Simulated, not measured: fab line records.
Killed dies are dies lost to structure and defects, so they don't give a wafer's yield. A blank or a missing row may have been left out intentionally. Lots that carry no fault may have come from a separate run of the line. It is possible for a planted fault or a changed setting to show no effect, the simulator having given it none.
A struck lot beside a sound one | flow sky130 | 14 steps out of a route of 708
Sound: these wafers, L900.1, L900.2, L900.5. Struck: wafers L917.3, L917.5, L917.6. The cause comes at the end.
Each step with rows lists, per side, the tool, then ch with its chambers, then its first start. Under that, the readings that differ: sound wafers | struck wafers | difference of the means | sigmas: that difference in standard deviations of wafers without a fault.
alike: readings whose means differ by less than 2 such deviations, and words and numbers that are the same on both sides. not compared: withheld readings, readings that some wafer has no value for, bounds like >300 that may hide the same value, and numbers for which the record gives no deviation and whose values overlap.
A row with sigmas, a row that says differs or no value, or rows on one side alone: a step with any of these is where the two part. Non-overlapping numbers with no deviation appear without sigmas and do not part them. Lack of a reading on every wafer of one side parts them only where that side has two or more wafers.

SKY_VIA4_CMP_21: polishes, stops on SiO2, t overpolish 25 s, target thk 0 nm.
  sound on cmp-02 ch 0,2, day 42 16:01; struck on cmp-01 ch 0,1, day 47 13:26
  alike: head_pressure_psi, motor_current_A, overpolish_run_s, time_to_endpoint_s
SKY_METAL5_SPUTTER_00: material Ti, target thk 15 nm, time 10 s.
  sound: pvd_sputter-04 at day 42 16:16; struck: pvd_sputter-04 at day 47 13:41
  alike: throttle_valve_pct
SKY_METAL5_SPUTTER_01: material TiN, target thk 20 nm, time 16.7 s.
  sound: pvd_sputter-04 at day 42 16:17; struck: pvd_sputter-04 at day 47 13:42
  alike: throttle_valve_pct
then, 1 step without rows for these wafers: SKY_METAL5_SPUTTER_02 (material AlCu, target thk 1150 nm, time 61.2 s).
SKY_METAL5_SPUTTER_03: material Ti, target thk 5 nm, time 3.3 s.
  sound: pvd_sputter-04 at day 42 16:22; struck: pvd_sputter-04 at day 47 13:47
  alike: throttle_valve_pct
SKY_METAL5_SPUTTER_04: material TiN, target thk 70 nm, time 58.3 s.
  sound: pvd_sputter-04 at day 42 16:23; struck: pvd_sputter-04 at day 47 13:48
  alike: throttle_valve_pct
SKY_METAL5_RS_MEAS_05: measures by four-point-probe.
  sound: film_metro-04 at day 42 16:26; struck: film_metro-01 at day 47 13:53
  alike: METAL5_ALCU_RS
SKY_METAL5_THK_MEAS_06: measures by xrf.
  sound: film_metro-04 at day 42 16:34; struck: film_metro-01 at day 47 13:59
  alike: METAL5_ALCU_THK
then, 4 steps without rows for these wafers: SKY_METAL5_DEHYDRATE_07 (time 60 s); SKY_METAL5_HMDS_08 (prime time 60 s); SKY_METAL5_COAT_09 (resist thk 1800 nm); SKY_METAL5_SOFTBAKE_10 (time 60 s).
SKY_METAL5_EXPOSE_11: exposes mask MM5, target cd 1600 nm.
  struck on iline_stepper-02, day 48 00:08; sound on iline_stepper-01 ch 0, day 43 04:32
  no value came back on the struck wafers for exposure_dose_mJ_cm2, focus_offset_nm (nm); on the sound wafers exposure_dose_mJ_cm2 reads 190.08 190.07 190.07
  alike: mask
after that, 1 step had no rows for these wafers: SKY_METAL5_PEB_12.

== WHERE THEY PART ==
SKY_METAL5_EXPOSE_11 only, going by this record.

WHY: what the simulator had put in
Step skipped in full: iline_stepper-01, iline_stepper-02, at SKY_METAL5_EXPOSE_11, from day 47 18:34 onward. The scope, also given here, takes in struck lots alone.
